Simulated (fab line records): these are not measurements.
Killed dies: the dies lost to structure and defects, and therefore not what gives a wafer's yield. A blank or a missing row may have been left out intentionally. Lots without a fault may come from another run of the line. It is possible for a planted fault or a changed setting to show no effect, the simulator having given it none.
fab line records	flow sky130
record lots=5	wafers=15	last-day=49
route steps=708 shown VIA2@525 METAL3@532 CAPM@537 PAD_OPEN@708
lots that met no fault: taken from a fault-free run of the same line
start-h: start of the lot's first displayed wafer, in hours after the record's first day	wait-h: time in hours since the lot's previous step	" same as the row above	L1.1+2: a row that stands for several wafers	- no value, or no start was given	* or withheld: withheld	< > ~ a bound
route shown NAME@n: names a module that has steps shown in the file, with the first one's number in the route	usual: mean and standard deviation over wafers with no fault	same: alike in all rows	chamber/n: place in a boat	sites: each site's reading	_std_site: the standard deviation of these	_edge_site: outer sites' mean less inner sites'	radius-mm: for every site, how far away it sits from the centre of the wafer	mask NAME#n: copy n	behind: tool/chamber where the wafer was last shaped	hold: reason for holding the lot/hours on hold/outcome of the hold	device: the n, p or np transistor that did not switch	end of line: the same wafers' tests at the end of the route	for a step that has no rows: nothing shown but its recipe	killed: at the first sort, the dies lost to defects and structure; wafer yield is something else	map: per-die view of a wafer (x killed, . not killed, _ where there is no die)
set.NAME: the setting as run; set.NAME@STEP: as run at that earlier step	model.NAME: the simulator's own value behind a step, which no gauge read
lots at selected steps of the route; one table per step, one row per wafer
services: from which hour (start-h, from the record's first day; less than 0 if before it) a tool's chamber was out of use, for how many hours, and why
## steps
# step SKY_VIA2_CLEAN_18
# recipe chemistry=IPA	time-s=180	temp-c=25
# step SKY_VIA2_CLEAN_19
# recipe chemistry=O3/DIW	dry=n2-spin
# step SKY_VIA2_SPUTTER_20
# recipe material=TiN	target-thk-nm=20	chamber-pressure-pa=5	power-w=3875	time-s=80
# step SKY_VIA2_CVD_21
# recipe material=W	target-thk-nm=420	time-s=126.4	temp-c=400	pressure-torr=40
# step SKY_VIA2_RS_MEAS_22
# recipe thk-meas-gauge=four-point-probe	reads=W_of_VIA2_CVD_21+TiN_of_VIA2_SPUTTER_20
# usual VIA2_W_RS=0.2728/0.0029
lot.wafer	tool	chamber	start-h	wait-h	VIA2_W_RS[ohm/sq]
L958.2	film-metro-04	-	849.46	0.1	0.2729
L958.4	"	-	"	"	0.2735
L958.6	"	-	"	"	0.2718
L959.1	film-metro-02	-	854.71	0.1	0.2738
L959.4	"	-	"	"	0.2739
L959.6	"	-	"	"	0.2756
L969.2	film-metro-04	-	930.14	0.1	0.2751
L969.3	"	-	"	"	0.2698
L969.4	"	-	"	"	0.2746
L973.1	film-metro-01	-	960.81	0.1	0.2787
L973.3	"	-	"	"	0.2743
L973.6	"	-	"	"	0.2752
L975.1	film-metro-04	-	971.11	0.1	0.2718
L975.2	"	-	"	"	0.2731
L975.3	"	-	"	"	0.2727
# step SKY_VIA2_THK_MEAS_23
# recipe thk-meas-gauge=xrf	reads=W_of_VIA2_CVD_21
# usual VIA2_W_THK=419/5
lot.wafer	tool	chamber	start-h	wait-h	VIA2_W_THK[nm]
L958.2	film-metro-04	-	849.57	0.1	424
L958.4	"	-	"	"	420
L958.6	"	-	"	"	424
L959.1	film-metro-02	-	854.83	0.1	410
L959.4	"	-	"	"	415
L959.6	"	-	"	"	409
L969.2	film-metro-04	-	930.25	0.1	417
L969.3	"	-	"	"	424
L969.4	"	-	"	"	415
L973.1	film-metro-01	-	960.93	0.1	409
L973.3	"	-	"	"	416
L973.6	"	-	"	"	411
L975.1	film-metro-04	-	971.23	0.1	423
L975.2	"	-	"	"	420
L975.3	"	-	"	"	418
# step SKY_VIA2_CMP_24
# recipe stop-on=SiO2	t-overpolish-s=20	down-force-psi=3.5	platen-rpm=60	target-thk-nm=0	pad-velocity-m-s=0.94248
# usual motor-current-A=10.8/0.89	overpolish-run-s=19.999/0.0086	slurry-filter-dp-kPa=13.51/0.14	slurry-flow-ml-min=150.1/0.55	time-to-endpoint-s=99.6/3
lot.wafer	tool	chamber	start-h	wait-h	motor-current-A	overpolish-run-s	slurry-filter-dp-kPa	slurry-flow-ml-min	time-to-endpoint-s
L958.4	cmp-01	0	849.62	0.0	10.9	19.992	13.46	150.5	96.3
L958.2	"	3	"	"	11.4	19.991	13.74	149.6	98.2
L958.6	"	1	"	"	9.9	20.005	13.49	150.2	97.1
L959.1	cmp-01	2	854.89	0.1	11.7	20.014	13.19	150.6	96.1
L959.4	"	3	"	"	10.5	19.994	13.40	150.4	96.3
L959.6	"	3	"	"	11.7	19.999	13.38	150.4	98.3
L969.2	cmp-01	3	933.99	3.7	10.9	20.003	13.65	149.8	101.1
L969.3	"	1	"	"	9.5	19.988	13.57	151.8	100.3
L969.4	"	2	"	"	12.3	20.002	13.45	149.4	97.9
L973.1	cmp-01	1	960.99	0.1	9.7	19.996	13.47	151.3	97.4
L973.3	"	3	"	"	11.5	19.982	13.58	150.2	95.3
L973.6	"	2	"	"	11.4	20.010	13.61	150.1	97.6
L975.2	cmp-02	0	971.34	0.1	10.6	20.002	13.34	150.8	102.7
L975.3	"	1	"	"	10.0	20.002	13.34	150.0	97.7
L975.1	"	2	"	"	9.7	20.008	13.57	149.9	99.7
# step SKY_METAL3_SPUTTER_00
# recipe material=Ti	target-thk-nm=15	power-w=3000	time-s=10	chamber-pressure-pa=0.4
# step SKY_METAL3_SPUTTER_01
# recipe material=TiN	target-thk-nm=20	power-w=6500	time-s=16.7	chamber-pressure-pa=0.4
# usual throttle-valve-pct=29.9/0.89
lot.wafer	tool	chamber	start-h	wait-h	throttle-valve-pct
L958.2	pvd-sputter-02	-	849.95	0.0	29.1
L958.4	"	-	"	"	30.6
L958.6	"	-	"	"	29.8
L959.1	pvd-sputter-04	-	855.21	0.0	29.3
L959.4	"	-	"	"	30.4
L959.6	"	-	"	"	31.4
L969.2	pvd-sputter-01	-	934.31	0.0	31.2
L969.3	"	-	"	"	31.0
L969.4	"	-	"	"	29.5
L973.1	pvd-sputter-04	-	961.31	0.0	31.4
L973.3	"	-	"	"	30.6
L973.6	"	-	"	"	28.7
L975.1	pvd-sputter-02	-	971.61	0.0	29.8
L975.2	"	-	"	"	29.0
L975.3	"	-	"	"	29.1
# step SKY_METAL3_SPUTTER_02
# recipe material=AlCu	target-thk-nm=735	power-w=10600	time-s=39.1	chamber-pressure-pa=0.4
# step SKY_METAL3_SPUTTER_03
# recipe material=Ti	target-thk-nm=5	power-w=3000	time-s=3.3	chamber-pressure-pa=0.4
# step SKY_METAL3_SPUTTER_04
# recipe material=TiN	target-thk-nm=70	power-w=6500	time-s=58.3	chamber-pressure-pa=0.4
# step SKY_CAPM_CVD_00
# recipe material=SiO2	target-thk-nm=15.5	temp-c=400	time-s=withheld	rf-w=450
# usual heater-power-w=747/74
lot.wafer	tool	chamber	start-h	wait-h	heater-power-w	model.SiO2_of_CAPM_CVD_00.thk-nm
L958.2	pecvd-02	2	850.08	0.0	779	15.48
L958.4	"	0	"	"	697	15.65
L958.6	"	2	"	"	781	15.83
L959.1	pecvd-01	1	855.35	0.0	758	15.28
L959.4	"	0	"	"	771	15.42
L959.6	"	2	"	"	746	15.19
L969.2	pecvd-02	1	934.44	0.0	785	15.95
L969.3	"	0	"	"	671	16.08
L969.4	"	1	"	"	778	16.3
L973.1	pecvd-03	2	961.45	0.0	755	15.46
L973.3	"	0	"	"	841	15.32
L973.6	"	0	"	"	838	15.79
L975.1	pecvd-01	1	971.75	0.0	772	15.36
L975.2	"	0	"	"	857	15.39
L975.3	"	2	"	"	773	15.28
# step SKY_CAPM_THK_MEAS_01
# recipe reads=SiO2_of_CAPM_CVD_00
# usual CAPM_CVD_00_THK=15.46/0.23
lot.wafer	tool	chamber	start-h	wait-h	CAPM_CVD_00_THK[nm]
L958.2	film-metro-03	-	850.11	-	15.48
L958.4	"	-	"	"	15.62
L958.6	"	-	"	"	15.82
L959.1	film-metro-02	-	855.37	-	15.31
L959.4	"	-	"	"	15.44
L959.6	"	-	"	"	15.17
L969.2	film-metro-02	-	934.48	-	15.89
L969.3	"	-	"	"	16.08
L969.4	"	-	"	"	16.29
L973.1	film-metro-04	-	961.47	-	15.47
L973.3	"	-	"	"	15.36
L973.6	"	-	"	"	15.79
L975.1	film-metro-04	-	971.77	-	15.36
L975.2	"	-	"	"	15.37
L975.3	"	-	"	"	15.29
# step SKY_CAPM_SPUTTER_02
# recipe material=TiN	target-thk-nm=200	temp-c=300	power-w=6500	time-s=166.7	chamber-pressure-pa=0.4
# usual throttle-valve-pct=29.9/0.62
lot.wafer	tool	chamber	start-h	wait-h	throttle-valve-pct
L958.2	pvd-sputter-01	-	850.16	0.0	31.3
L958.4	"	-	"	"	30.6
L958.6	"	-	"	"	29.7
L959.1	pvd-sputter-03	-	855.43	0.1	29.2
L959.4	"	-	"	"	30.3
L959.6	"	-	"	"	29.6
L969.2	pvd-sputter-03	-	934.53	0.0	29.5
L969.3	"	-	"	"	30.4
L969.4	"	-	"	"	29.7
L973.1	pvd-sputter-02	-	961.53	0.1	30.4
L973.3	"	-	"	"	29.5
L973.6	"	-	"	"	30.4
L975.1	pvd-sputter-03	-	971.83	0.1	30.7
L975.2	"	-	"	"	30.2
L975.3	"	-	"	"	30.1
# step SKY_CAPM_RS_MEAS_03
# recipe thk-meas-gauge=four-point-probe	reads=TiN_of_CAPM_SPUTTER_02
# usual CAPM_TIN_RS=6.89/0.072
lot.wafer	tool	chamber	start-h	wait-h	CAPM_TIN_RS[ohm/sq]
L958.2	film-metro-04	-	850.29	0.1	6.88
L958.4	"	-	"	"	6.92
L958.6	"	-	"	"	6.94
L959.1	film-metro-04	-	855.54	0.1	6.90
L959.4	"	-	"	"	6.93
L959.6	"	-	"	"	6.87
L969.2	film-metro-04	-	934.66	0.1	6.76
L969.3	"	-	"	"	6.70
L969.4	"	-	"	"	6.78
L973.1	film-metro-03	-	961.64	0.1	6.93
L973.3	"	-	"	"	6.89
L973.6	"	-	"	"	6.89
L975.1	film-metro-02	-	971.94	0.1	6.84
L975.2	"	-	"	"	6.90
L975.3	"	-	"	"	6.90
# step SKY_CAPM_THK_MEAS_04
# recipe thk-meas-gauge=xrf	reads=TiN_of_CAPM_SPUTTER_02
# usual CAPM_TIN_THK=202.2/2.4
lot.wafer	tool	chamber	start-h	wait-h	CAPM_TIN_THK[nm]
L958.2	film-metro-04	-	850.40	0.1	202.1
L958.4	"	-	"	"	201.1
L958.6	"	-	"	"	200.5
L959.1	film-metro-04	-	855.66	0.1	202.8
L959.4	"	-	"	"	200.3
L959.6	"	-	"	"	202.9
L969.2	film-metro-04	-	934.77	0.1	206.7
L969.3	"	-	"	"	208.8
L969.4	"	-	"	"	207.1
L973.1	film-metro-03	-	961.76	0.1	201.9
L973.3	"	-	"	"	202.5
L973.6	"	-	"	"	202.5
L975.1	film-metro-02	-	972.06	0.1	204.1
L975.2	"	-	"	"	201.9
L975.3	"	-	"	"	200.5
# step SKY_CAPM_DEHYDRATE_05
# recipe temp-c=200	time-s=60
# step SKY_CAPM_HMDS_06
# recipe prime-time-s=60	prime-temp-c=120
# step SKY_CAPM_COAT_07
# recipe resist=NOVOLAK	spin-rpm=3000	resist-thk-nm=1140
# step SKY_CAPM_SOFTBAKE_08
# recipe temp-c=90	time-s=60	resist=NOVOLAK
# step SKY_CAPM_EXPOSE_09
# recipe mask-id=CAPM	na=0.6	source-shape=conventional	sigma-outer=0.6	polarization=unpolarized	target-cd-nm=1000	dose-mj=159
# step SKY_CAPM_PEB_10
# recipe temp-c=withheld	time-s=*	resist=NOVOLAK
# step SKY_CAPM_DEVELOP_11
# recipe resist=NOVOLAK	developer=TMAH	develop-time-s=60	dev-temp-c=23
# step SKY_CAPM_OVL_MEAS_12
# usual CAPM_OVL=-0.2/1.3
lot.wafer	tool	chamber	start-h	wait-h	CAPM_OVL[nm]
L958.2	overlay-02	-	875.45	0.1	-0.6
L958.4	"	-	"	"	-0.5
L958.6	"	-	"	"	0.0
L959.1	overlay-02	-	881.70	0.1	-1.4
L959.4	"	-	"	"	-2.1
L959.6	"	-	"	"	-0.8
L969.2	overlay-01	-	957.75	0.1	-0.9
L969.3	"	-	"	"	-0.4
L969.4	"	-	"	"	-2.4
L973.1	overlay-01	-	985.35	0.1	2.6
L973.3	"	-	"	"	-1.4
L973.6	"	-	"	"	1.1
L975.1	overlay-02	-	995.80	0.1	2.0
L975.2	"	-	"	"	3.5
L975.3	"	-	"	"	1.5
# step SKY_CAPM_METAL_ETCH_13
# recipe target-depth-nm=220	stop-on=SiO2	chemistry=Cl2/BCl3	target=TiN	pressure-mtorr=10	icp-w=900	bias-w=48.5	Cl2_flow_sccm=60	bcl3-flow-sccm=30	time-s=62.9
# step SKY_CAPM_STRIP_14
# recipe chemistry=O2/N2	power-w=1400	pressure-mtorr=1500	platen-temp-c=withheld	o2-flow-sccm=3000	n2-flow-sccm=300	overash-fraction=0.5
# usual drypump-motor-current-A=5.4/0.35	oes-product-au=0.711/0.0042	strip-time-to-endpoint-s=12.65/0.051
lot.wafer	tool	chamber	start-h	wait-h	drypump-motor-current-A	oes-product-au	rf-hours-counter-h	strip-time-to-endpoint-s
L958.2	plasma-asher-01	1	875.56	0.1	5.4	0.716	77	12.63
L958.4	"	0	"	"	5.4	0.716	-	12.66
L958.6	"	1	"	"	5.5	0.711	-	12.65
L959.1	plasma-asher-01	1	881.81	0.1	5.4	0.714	77	12.67
L959.4	"	1	"	"	5.6	0.717	-	12.72
L959.6	"	1	"	"	5.5	0.717	-	12.70
L969.2	plasma-asher-04	0	957.86	0.1	5.7	0.716	111	12.62
L969.3	"	0	"	"	5.6	0.702	-	12.60
L969.4	"	1	"	"	5.0	0.705	-	12.61
L973.1	plasma-asher-04	0	985.46	0.1	5.6	0.712	114	12.64
L973.3	"	1	"	"	5.0	0.709	-	12.66
L973.6	"	1	"	"	5.1	0.714	-	12.64
L975.1	plasma-asher-01	1	995.91	0.1	5.5	0.718	89	12.60
L975.2	"	0	"	"	5.5	0.713	89	12.65
L975.3	"	0	"	"	5.4	0.712	-	12.61
# step SKY_CAPM_STRIP_15
# recipe chemistry=post-etch-residue-remover	time-s=1200	temp-c=72.5
# step SKY_CAPM_CLEAN_16
# recipe chemistry=IPA	time-s=180	temp-c=25
# step SKY_CAPM_CLEAN_17
# recipe chemistry=O3/DIW	dry=n2-spin
# step SKY_METAL3_DEHYDRATE_05
# recipe temp-c=200	time-s=60
# step SKY_METAL3_HMDS_06
# recipe prime-time-s=60	prime-temp-c=120
# step SKY_METAL3_COAT_07
# recipe resist=BARC	temp-c=withheld	time-s=withheld	spin-rpm=3000	resist-thk-nm=60
# step SKY_METAL3_COAT_08
# recipe resist=KrF-thick	spin-rpm=3000	resist-thk-nm=1140
# step SKY_METAL3_SOFTBAKE_09
# recipe temp-c=99.19	time-s=90	resist=KrF-thick
# step SKY_METAL3_EXPOSE_10
# recipe mask-id=MM3	na=0.68	source-shape=annular	sigma-inner=0.4	sigma-outer=0.8	target-cd-nm=300	dose-mj=28
# step SKY_METAL3_PEB_11
# recipe peb-temp-c=withheld	peb-time-s=withheld	resist=KrF-thick
# step SKY_METAL3_DEVELOP_12
# recipe develop-time-s=60	resist=KrF-thick	dev-temp-c=21
# step SKY_METAL3_CD_MEAS_13
# recipe target-cd-nm=300
# usual cd-nm=299.9/1.6
lot.wafer	tool	chamber	start-h	wait-h	cd-nm
L958.2	cd-sem-02	-	901.44	-	301.2
L958.4	"	-	"	"	301.9
L958.6	"	-	"	"	301.1
L959.1	cd-sem-02	-	907.49	-	299.8
L959.4	"	-	"	"	301.1
L959.6	"	-	"	"	299.8
L969.2	cd-sem-01	-	982.09	-	301.1
L969.3	"	-	"	"	299.9
L969.4	"	-	"	"	300.0
L973.1	cd-sem-01	-	1009.97	-	301.1
L973.3	"	-	"	"	300.2
L973.6	"	-	"	"	298.5
L975.1	cd-sem-02	-	1018.94	-	296.1
L975.2	"	-	"	"	296.2
L975.3	"	-	"	"	295.8
# step SKY_METAL3_OVL_MEAS_14
# usual METAL3_OVL=1/5.3
lot.wafer	tool	chamber	start-h	wait-h	METAL3_OVL[nm]
L958.2	overlay-02	-	901.54	0.1	6
L958.4	"	-	"	"	-4
L958.6	"	-	"	"	2
L959.1	overlay-01	-	907.61	0.1	-1
L959.4	"	-	"	"	-9
L959.6	"	-	"	"	-6
L969.2	overlay-01	-	982.19	0.1	-4
L969.3	"	-	"	"	-4
L969.4	"	-	"	"	4
L973.1	overlay-01	-	1010.09	0.1	-1
L973.3	"	-	"	"	-2
L973.6	"	-	"	"	-5
L975.1	overlay-02	-	1019.06	0.1	5
L975.2	"	-	"	"	6
L975.3	"	-	"	"	9
# step SKY_METAL3_DESCUM_15
# recipe chemistry=O2	source-power-w=150	bias-power-w=0	pressure-mtorr=10	temp-c=40	time-s=8
# usual drypump-motor-current-A=5.6/0.35	he-backside-leak-sccm=3.40/0.21	oes-product-au=1.000/0.0076
lot.wafer	tool	chamber	start-h	wait-h	drypump-motor-current-A	he-backside-leak-sccm	oes-product-au	rf-hours-counter-h
L958.2	rie-metal-02	1	901.57	0.0	5.0	3.15	0.990	18
L958.4	"	1	"	"	5.1	3.14	0.980	-
L958.6	"	1	"	"	5.1	3.29	0.987	-
L959.1	rie-metal-03	1	907.65	0.0	5.2	3.29	1.007	0
L959.4	"	1	"	"	5.3	3.42	1.000	-
L959.6	"	0	"	"	5.5	2.91	0.998	-
L969.2	rie-metal-02	1	982.22	0.0	5.1	3.43	0.992	2
L969.3	"	1	"	"	5.0	3.39	0.994	-
L969.4	"	0	"	"	6.0	3.78	1.009	-
L973.1	rie-metal-02	0	1010.12	0.0	5.9	3.51	1.007	12
L973.3	"	0	"	"	5.9	3.30	1.001	-
L973.6	"	0	"	"	5.9	3.67	1.001	-
L975.1	rie-metal-02	1	1019.10	0.0	5.1	3.45	1.000	3
L975.2	"	0	"	"	6.0	3.62	1.008	12
L975.3	"	0	"	"	6.0	3.70	1.004	-
# step SKY_METAL3_ETCH_16
# recipe chemistry=N2/H2	target=BARC	ion-energy-ev=200	bias-w=100	pressure-mtorr=30	n2-flow-sccm=100	h2-flow-sccm=200	icp-w=500	stop-on=SiO2	time-s=88.2	target-depth-a=600
# step SKY_METAL3_ETCH_17
# recipe target=SiO2	stop-on=TiN	chemistry=C4F8/O2/Ar	source-w=1500	bias-w=1200	pressure-mtorr=40	c4f8-flow-sccm=withheld	O2_flow_sccm=6	Ar_flow_sccm=300	time-s=3.9	target-depth-a=150
# usual oes-product-au=0.754/0.008
lot.wafer	tool	chamber	start-h	wait-h	oes-product-au	rf-hours-counter-h	model.etch.depth-nm
L958.2	rie-diel-04	1	901.70	0.1	0.762	13	15.48
L958.4	"	2	"	"	0.769	4	15.65
L958.6	"	2	"	"	0.764	-	15.83
L959.1	rie-diel-03	2	907.78	0.1	0.744	5	15.28
L959.4	"	3	"	"	0.740	17	15.42
L959.6	"	2	"	"	0.752	-	15.19
L969.2	rie-diel-02	1	982.35	0.1	0.768	21	15.95
L969.3	"	3	"	"	0.767	3	16.08
L969.4	"	2	"	"	0.768	9	16.3
L973.1	rie-diel-03	1	1010.25	0.1	0.750	4	15.46
L973.3	"	0	"	"	0.754	5	15.32
L973.6	"	2	"	"	0.757	-	15.79
L975.1	rie-diel-04	3	1019.23	0.1	0.750	10	15.36
L975.2	"	1	"	"	0.764	16	15.39
L975.3	"	2	"	"	0.753	6	15.28
# step SKY_PAD_OPEN_PROBE_99
# usual defect-limited-yield=82.2/1.8	killed_at_M0_to_M3=44/7.1	killed_at_M4_up=3.1/1.9	killed-at-contacts=25/5.8	killed-at-front-end=16/4.5	killed-at-other=0.3/0.52	killed-dies=88/9.1	killed-open=48/6.8	killed-short=39/5.8	sort_bin_3_pad_short=0.9/0.4	sort_bin_5_function=10.6/1.4	sort_bin_6_memory=6.3/1.1	sort-n-pass=404/9.1	sort-yield-pct=82.2/1.8
# same gross-dies=492	killed-at-back-side=0	sort_bin_4_leakage[%]=0	sort_bin_8_speed[%]=0
lot.wafer	tool	chamber	start-h	wait-h	defect-limited-yield[%]	killed_at_M0_to_M3	killed_at_M4_up	killed-at-contacts	killed-at-front-end	killed-at-other	killed-dies	killed-open	killed-short	sort_bin_3_pad_short[%]	sort_bin_5_function[%]	sort_bin_6_memory[%]	sort-n-pass	sort-yield-pct[%]	model.etest.cap-mim.bv-v	model.etest.cap-mim.leak-log10-a-cm2	model.etest.cap-mim.c-ff-um2
L958.2	prober-01	-	1077.46	0.1	84.1	40	2	24	12	0	78	47	30	0.8	8.3	6.7	414	84.1	13.83	-8.888	2.373
L958.4	prober-01	-	1077.56	0.2	86.0	37	2	15	14	1	69	32	36	0.4	7.7	5.9	423	86.0	13.65	-9.021	2.327
L958.6	prober-01	-	1077.66	0.2	85.6	38	0	23	9	1	71	43	28	0.8	6.9	6.7	421	85.6	13.95	-9.134	2.278
L959.1	prober-02	-	1080.06	0.1	79.5	49	5	28	19	0	101	55	46	1.0	11.4	8.1	391	79.5	13.72	-8.995	2.363
L959.4	prober-02	-	1080.21	0.2	79.9	47	2	32	17	1	99	56	43	1.4	11.6	7.1	393	79.9	13.49	-8.889	2.369
L959.6	prober-02	-	1080.31	0.2	81.1	43	5	22	22	1	93	51	42	1.0	11.2	6.7	399	81.1	13.05	-8.99	2.392
L969.2	prober-02	-	1143.39	0.1	82.3	42	2	30	13	0	87	46	41	1.0	10.2	6.5	405	82.3	14.86	-9.332	2.287
L969.3	prober-02	-	1143.44	0.2	85.2	31	0	34	8	0	73	36	35	0.8	8.3	5.7	419	85.2	14.79	-9.316	2.272
L969.4	prober-02	-	1143.49	0.2	81.1	60	3	22	8	0	93	45	48	1.2	12.0	5.7	399	81.1	14.49	-9.186	2.238
L973.1	prober-02	-	1165.35	0.1	82.9	33	3	23	25	0	84	47	37	0.6	10.0	6.5	408	82.9	13.86	-8.991	2.348
L973.3	prober-02	-	1165.45	0.2	82.7	38	2	23	21	1	85	41	44	0.8	10.2	6.3	407	82.7	13.74	-9.054	2.364
L973.6	prober-02	-	1165.60	0.2	83.5	39	0	21	21	0	81	49	32	1.4	9.3	5.7	411	83.5	14.32	-9.157	2.314
L975.1	prober-02	-	1171.31	0.1	82.3	45	4	25	13	0	87	47	40	1.2	10.8	5.7	405	82.3	13.7	-9.03	2.369
L975.2	prober-02	-	1171.36	0.1	81.3	50	4	17	21	0	92	54	38	0.6	10.2	7.9	400	81.3	13.56	-8.954	2.356
L975.3	prober-02	-	1171.41	0.2	78.9	65	1	22	16	0	104	55	48	1.0	13.2	6.9	388	78.9	13.87	-9.012	2.367
# killed by level:class
L958.2 CONTACT:geometric-particle:open=14 VIA1:geometric-particle:open=13 VIA1:geometric-particle:short=7 FIELD_ISO:geometric-particle:open=5 POLY_GATE:geometric-particle:short=5 METAL2:geometric-particle:short=5 VIA3:geometric-particle:open=5 LI_CONTACT:geometric-particle:short=3
L958.4 VIA3:geometric-particle:open=8 FIELD_ISO:geometric-particle:short=6 VIA2:geometric-particle:open=6 LI_CONTACT:geometric-particle:open=5 VIA1:geometric-particle:short=5 METAL2:geometric-particle:short=5 METAL1:geometric-particle:short=4 CONTACT:geometric-particle:open=4
L958.6 CONTACT:geometric-particle:open=11 VIA1:geometric-particle:open=9 METAL2:geometric-particle:short=5 VIA2:geometric-particle:open=5 FIELD_ISO:geometric-particle:short=4 METAL1:geometric-particle:open=4 METAL1:geometric-particle:short=4 VIA1:geometric-particle:short=4
L959.1 VIA1:geometric-particle:open=14 METAL2:geometric-particle:short=11 VIA2:geometric-particle:open=10 LOCAL_INTERCONNECT:geometric-particle:short=7 CONTACT:geometric-particle:short=7 POLY_GATE:geometric-particle:short=6 LI_CONTACT:geometric-particle:open=6 FIELD_ISO:geometric-particle:open=5
L959.4 CONTACT:geometric-particle:open=12 VIA1:geometric-particle:open=11 METAL2:geometric-particle:short=7 LI_CONTACT:geometric-particle:open=7 METAL1:geometric-particle:short=7 VIA3:geometric-particle:open=7 POLY_GATE:geometric-particle:open=6 POLY_GATE:geometric-particle:short=5
L959.6 VIA1:geometric-particle:open=11 CONTACT:geometric-particle:open=9 POLY_GATE:geometric-particle:open=7 LI_CONTACT:geometric-particle:open=7 FIELD_ISO:geometric-particle:short=6 METAL2:geometric-particle:short=6 VIA3:geometric-particle:open=6 METAL1:geometric-particle:short=5
L969.2 CONTACT:geometric-particle:open=11 VIA2:geometric-particle:open=9 VIA1:geometric-particle:open=8 LOCAL_INTERCONNECT:geometric-particle:short=7 LI_CONTACT:geometric-particle:open=6 FIELD_ISO:geometric-particle:short=5 CONTACT:geometric-particle:short=5 VIA3:geometric-particle:short=5
L969.3 CONTACT:geometric-particle:open=9 LOCAL_INTERCONNECT:geometric-particle:short=9 CONTACT:geometric-particle:short=7 VIA2:geometric-particle:open=7 LI_CONTACT:geometric-particle:open=5 VIA1:geometric-particle:open=5 METAL2:geometric-particle:short=5 VIA1:geometric-particle:short=4
L969.4 VIA3:geometric-particle:open=10 LI_CONTACT:geometric-particle:open=9 VIA1:geometric-particle:open=9 METAL2:geometric-particle:short=9 VIA2:geometric-particle:open=9 METAL1:geometric-particle:short=6 LOCAL_INTERCONNECT:geometric-particle:short=5 VIA1:geometric-particle:short=5
L973.1 VIA1:geometric-particle:open=8 LI_CONTACT:geometric-particle:open=7 VIA2:geometric-particle:open=7 FIELD_ISO:geometric-particle:short=6 POLY_GATE:geometric-particle:short=6 CONTACT:geometric-particle:short=6 METAL2:geometric-particle:short=6 CONTACT:geometric-particle:open=5
L973.3 FIELD_ISO:geometric-particle:short=9 VIA1:geometric-particle:short=8 LI_CONTACT:geometric-particle:open=7 CONTACT:geometric-particle:open=7 VIA1:geometric-particle:open=6 VIA2:geometric-particle:open=5 METAL1:geometric-particle:short=5 FIELD_ISO:geometric-particle:open=4
L973.6 CONTACT:geometric-particle:open=10 VIA1:geometric-particle:open=10 METAL2:geometric-particle:short=9 LI_CONTACT:geometric-particle:open=7 VIA2:geometric-particle:open=6 VIA3:geometric-particle:open=6 FIELD_ISO:geometric-particle:open=5 POLY_GATE:geometric-particle:short=5
L975.1 VIA1:geometric-particle:open=11 CONTACT:geometric-particle:open=7 METAL2:geometric-particle:short=6 CONTACT:geometric-particle:short=6 LI_CONTACT:geometric-particle:open=5 VIA2:geometric-particle:open=5 LI_CONTACT:geometric-particle:short=4 METAL1:geometric-particle:short=4
L975.2 VIA1:geometric-particle:open=12 VIA2:geometric-particle:open=9 FIELD_ISO:geometric-particle:open=8 VIA1:geometric-particle:short=6 VIA3:geometric-particle:open=6 POLY_GATE:geometric-particle:short=5 METAL2:geometric-particle:short=5 CONTACT:geometric-particle:open=5
L975.3 VIA1:geometric-particle:open=16 METAL2:geometric-particle:short=11 CONTACT:geometric-particle:open=10 VIA1:geometric-particle:short=8 VIA2:geometric-particle:open=8 METAL3:geometric-particle:short=5 FIELD_ISO:geometric-particle:open=4 LOCAL_INTERCONNECT:geometric-particle:short=4
## services
tool	chamber	start-h	hours	kind
rie-metal-03	-	827.80	14.6	pm
rie-diel-04	0	841.54	22.2	repair
pecvd-02	0	852.91	1.9	repair
rie-diel-03	1	863.55	5.5	repair
pecvd-02	0	865.78	4.3	repair
pvd-sputter-04	-	880.99	3.0	repair
cmp-01	-	889.07	2.8	repair
rie-diel-03	2	901.69	3.1	repair
plasma-asher-04	-	908.29	2.4	repair
pvd-sputter-04	-	909.13	11.2	repair
cmp-01	-	917.69	4.0	pm
rie-diel-03	0	917.70	12.1	repair
cmp-01	-	937.71	2.2	repair
rie-metal-02	-	940.56	2.8	pm
rie-diel-03	3	958.09	16.4	repair
rie-diel-04	3	959.43	5.1	repair
pecvd-02	1	961.41	2.2	repair
pvd-sputter-04	-	968.50	10.7	repair
pvd-sputter-04	-	974.16	22.1	repair
rie-diel-04	2	981.30	12.8	repair
plasma-asher-04	-	989.01	10.1	repair
pecvd-01	-	990.85	0.4	repair
cmp-01	-	1000.66	0.3	repair
plasma-asher-01	-	1015.50	2.8	pm
## key
first-sign step=SKY_CAPM_THK_MEAS_01	reading=CAPM_CVD_00_THK	direction=up	sigmas=2.7	usual=15.46	struck=16.09
effect none on later readings
model-effect step=SKY_CAPM_CVD_00	value=SiO2_of_CAPM_CVD_00.thk-nm	without=15.27	struck=16.11
model-effect step=SKY_METAL3_ETCH_17	value=etch.depth-nm	without=15.27	struck=16.11
model-effect step=SKY_PAD_OPEN_PROBE_99	value=etest.cap-mim.bv-v	without=13.94	struck=14.71
met-at SKY_CAPM_CVD_00
struck-wafers L969.2,L969.3,L969.4
onset-between 850.08 934.44
also-fits SKY_METAL3_SPUTTER_01:pvd-sputter-01
fault kind=process-parameter-drift	tool=pecvd-02	chamber=-	onset-h=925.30	steps=SKY_CAPM_CVD_00	channel=time-s	offset=withheld	shape=step	end-h=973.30	acts-in=*
